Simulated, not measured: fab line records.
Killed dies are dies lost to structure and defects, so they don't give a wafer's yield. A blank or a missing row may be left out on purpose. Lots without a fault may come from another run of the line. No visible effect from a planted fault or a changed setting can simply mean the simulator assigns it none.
What tool caused it? :: flow gf180mcu :: 24 wafers from 8 lots sampled at 6 of the route's 602 steps

== WHAT THE GAUGES READ, wafer by wafer ==
GF_LVPWELL_TW_MEAS_11.
lot: L610
measured: day 3 23:32
on: film_metro-01
LVPWELL_TW: 556.7 555.1 560.9

lot: L611
measured: day 4 04:05
on: film_metro-04
LVPWELL_TW: 556.3 557.0 558.3

lot: L612
measured: day 4 09:41
on: film_metro-04
LVPWELL_TW: 555.8 557.1 556.8

lot: L613
measured: day 4 16:55
on: film_metro-01
LVPWELL_TW: 562.1 564.1 561.5

lot: L614
measured: day 4 19:59
on: film_metro-01
LVPWELL_TW: 565.2 564.6 563.2

lot: L615
measured: day 5 01:28
on: film_metro-04
LVPWELL_TW: 561.2 560.1 562.2

lot: L624
measured: day 7 04:05
on: film_metro-01
LVPWELL_TW: 559.3 557.9 559.6

lot: L625
measured: day 7 09:07
on: film_metro-01
LVPWELL_TW: 558.7 561.5 561.5

GF_VT_IMPLANT_RS_MEAS_48: a four-point-probe measurement.
lot: L610
measured: day 7 15:29
on: film_metro-04
LVPWELL_RS (ohm/sq): 1201.4 1194.3 1197.1

lot: L611
measured: day 7 20:52
on: film_metro-04
LVPWELL_RS (ohm/sq): 1195.8 1199.1 1195.7

lot: L612
measured: day 8 03:59
on: film_metro-01
LVPWELL_RS (ohm/sq): 1194.3 1192.0 1194.6

lot: L613
measured: day 8 12:35
on: film_metro-01
LVPWELL_RS (ohm/sq): 1194.4 1195.2 1197.5

lot: L614
measured: day 8 15:42
on: film_metro-01
LVPWELL_RS (ohm/sq): 1199.4 1198.0 1199.1

lot: L615
measured: day 8 21:38
on: film_metro-04
LVPWELL_RS (ohm/sq): 1200.3 1193.5 1195.7

lot: L624
measured: day 11 10:44
on: film_metro-04
LVPWELL_RS (ohm/sq): 1195.7 1194.4 1199.8

lot: L625
measured: day 11 15:29
on: film_metro-04
LVPWELL_RS (ohm/sq): 1201.0 1198.2 1199.4

GF_HV_LDD_TW_MEAS_38.
lot: L610
measured: day 11 18:07
on: film_metro-03
HV_LDD_3_TW: 1441 1434 1430

lot: L611
measured: day 12 01:16
on: film_metro-03
HV_LDD_3_TW: 1440 1435 1442

lot: L612
measured: day 12 05:52
on: film_metro-03
HV_LDD_3_TW: 1435 1433 1435

lot: L613
measured: day 12 16:46
on: film_metro-04
HV_LDD_3_TW: 1446 1441 1447

lot: L614
measured: day 12 19:55
on: film_metro-04
HV_LDD_3_TW: 1450 1445 1444

lot: L615
measured: day 13 00:08
on: film_metro-04
HV_LDD_3_TW: 1435 1451 1450

lot: L624
measured: day 16 01:01
on: film_metro-01
HV_LDD_3_TW: 1590 1601 1598

lot: L625
measured: day 16 06:45
on: film_metro-03
HV_LDD_3_TW: 1599 1603 1602

GF_HV_LDD_RS_MEAS_53: a four-point-probe measurement.
lot: L610
measured: day 12 13:35
on: film_metro-03
HV_LDD_RS (ohm/sq): 416.4 416.8 416.5

lot: L611
measured: day 12 21:48
on: film_metro-04
HV_LDD_RS (ohm/sq): 418.5 419.7 419.1

lot: L612
measured: day 13 01:37
on: film_metro-04
HV_LDD_RS (ohm/sq): 420.7 420.7 421.6

lot: L613
measured: day 13 13:14
on: film_metro-01
HV_LDD_RS (ohm/sq): 417.2 417.8 418.2

lot: L614
measured: day 13 17:01
on: film_metro-03
HV_LDD_RS (ohm/sq): 418.6 417.5 418.7

lot: L615
measured: day 13 21:04
on: film_metro-04
HV_LDD_RS (ohm/sq): 420.0 419.1 419.8

lot: L624
measured: day 16 23:19
on: film_metro-04
HV_LDD_RS (ohm/sq): 423.9 423.4 422.9

lot: L625
measured: day 17 05:53
on: film_metro-03
HV_LDD_RS (ohm/sq): 423.0 423.2 423.1

== EACH LOT AND THE TOOL THAT RAN IT (in order: tool; ch and the chambers of the sampled wafers; start) ==
lot: L610
GF_VT_IMPLANT_STRIP_20: plasma_asher-04 ch 0,1, day 6 08:53
GF_HV_LDD_IMPLANT_36: implanter-01 ch 0, day 11 17:52

lot: L611
GF_VT_IMPLANT_STRIP_20: plasma_asher-04 ch 1, day 6 13:14
GF_HV_LDD_IMPLANT_36: implanter-02 ch 0, day 12 01:02

lot: L612
GF_VT_IMPLANT_STRIP_20: plasma_asher-04 ch 0,1, day 6 20:18
GF_HV_LDD_IMPLANT_36: implanter-04 ch 0, day 12 05:38

lot: L613
GF_VT_IMPLANT_STRIP_20: plasma_asher-04 ch 0,1, day 7 03:29
GF_HV_LDD_IMPLANT_36: implanter-01 ch 0, day 12 16:31

lot: L614
GF_VT_IMPLANT_STRIP_20: plasma_asher-02 ch 0, day 7 06:51
GF_HV_LDD_IMPLANT_36: implanter-01 ch 0, day 12 19:40

lot: L615
GF_VT_IMPLANT_STRIP_20: plasma_asher-04 ch 0,1, day 7 13:20
GF_HV_LDD_IMPLANT_36: implanter-01 ch 0, day 12 23:53

lot: L624
GF_VT_IMPLANT_STRIP_20: plasma_asher-04 ch 0,1, day 9 22:11
GF_HV_LDD_IMPLANT_36: implanter-04 ch 0, day 16 00:46

lot: L625
GF_VT_IMPLANT_STRIP_20: plasma_asher-02 ch 0,1, day 10 03:15
GF_HV_LDD_IMPLANT_36: implanter-04 ch 0, day 16 06:30
- GF_VT_IMPLANT_STRIP_20: strips in O2/N2.
- GF_HV_LDD_IMPLANT_36

== WHAT THE TOOLS THEMSELVES READ (means of the sampled wafers that have a number; where no wafer has one, the mark that the record gives instead) ==
GF_VT_IMPLANT_STRIP_20.
lot: L610
tool: plasma_asher-04
drypump_motor_current_A (A): 5.7
heater_power_w (W): 337
n2_flow_sccm (sccm): 299.8
oes_product_au (a.u.): 0.717
strip_time_to_endpoint_s (s): 12.67

lot: L611
tool: plasma_asher-04
drypump_motor_current_A (A): 6.4
heater_power_w (W): 282
n2_flow_sccm (sccm): 301.6
oes_product_au (a.u.): 0.714
strip_time_to_endpoint_s (s): 12.60

lot: L612
tool: plasma_asher-04
drypump_motor_current_A (A): 6.0
heater_power_w (W): 311
n2_flow_sccm (sccm): 299.7
oes_product_au (a.u.): 0.714
strip_time_to_endpoint_s (s): 12.64

lot: L613
tool: plasma_asher-04
drypump_motor_current_A (A): 6.0
heater_power_w (W): 312
n2_flow_sccm (sccm): 299.2
oes_product_au (a.u.): 0.717
strip_time_to_endpoint_s (s): 12.60

lot: L614
tool: plasma_asher-02
drypump_motor_current_A (A): 5.7
heater_power_w (W): 277
n2_flow_sccm (sccm): 300.1
oes_product_au (a.u.): 0.713
strip_time_to_endpoint_s (s): 12.62

lot: L615
tool: plasma_asher-04
drypump_motor_current_A (A): 6.0
heater_power_w (W): 307
n2_flow_sccm (sccm): 300.5
oes_product_au (a.u.): 0.717
strip_time_to_endpoint_s (s): 12.62

lot: L624
tool: plasma_asher-04
drypump_motor_current_A (A): 5.7
heater_power_w (W): 338
n2_flow_sccm (sccm): 299.6
oes_product_au (a.u.): 0.722
strip_time_to_endpoint_s (s): 12.58

lot: L625
tool: plasma_asher-02
drypump_motor_current_A (A): 5.7
heater_power_w (W): 296
n2_flow_sccm (sccm): 299.9
oes_product_au (a.u.): 0.717
strip_time_to_endpoint_s (s): 12.70

GF_HV_LDD_IMPLANT_36.
lot: L610
tool: implanter-01
dose_ions_cm2: 7.504e+12

lot: L611
tool: implanter-02
dose_ions_cm2: 7.504e+12

lot: L612
tool: implanter-04
dose_ions_cm2: 7.502e+12

lot: L613
tool: implanter-01
dose_ions_cm2: 7.504e+12

lot: L614
tool: implanter-01
dose_ions_cm2: 7.499e+12

lot: L615
tool: implanter-01
dose_ions_cm2: 7.500e+12

lot: L624
tool: implanter-04
dose_ions_cm2: 7.497e+12

lot: L625
tool: implanter-04
dose_ions_cm2: 7.498e+12

== THE ANSWER, worked out from the rows above alone ==
Rule: the usual values come from the lots themselves. Put in order of their means at a reading, lots are off if they are a third of the lots or fewer, leave a main group of 4 or more, and stand apart from it by a gap of 3 or more times the standard deviation of the main group's means; of several such gaps the widest counts. A main group is skipped when, at the precision printed for the reading in the tables above, its means are all equal. Also off: a lot with no number at a reading for which 4 or more lots have one. The other lots that the step has rows for count as sound. Order of review: gauges by route order, followed by the tools' own readings, for which a lot's mean as printed above is used. At the first step where some lot is off, the reading lying furthest off is the one used; lots without a number count as furthest.
Off: L624, L625, at GF_HV_LDD_TW_MEAS_38 (HV_LDD_3_TW). Mean 1441 and standard deviation 4.9 in the main group.
If a tool, at a process step before that reading, ran all the lots that are off and no sound lot after the first of them, it fits. Gauges at GF_HV_LDD_TW_MEAS_38: tried the same way as those tools. One fits: implanter-04 at GF_HV_LDD_IMPLANT_36. Its last sound lot is L612 (day 12 05:38), its first lot that is off L624 (day 16 00:46): a fault that began between those two fits.

== WHAT THE SIMULATOR HAD PUT IN ==
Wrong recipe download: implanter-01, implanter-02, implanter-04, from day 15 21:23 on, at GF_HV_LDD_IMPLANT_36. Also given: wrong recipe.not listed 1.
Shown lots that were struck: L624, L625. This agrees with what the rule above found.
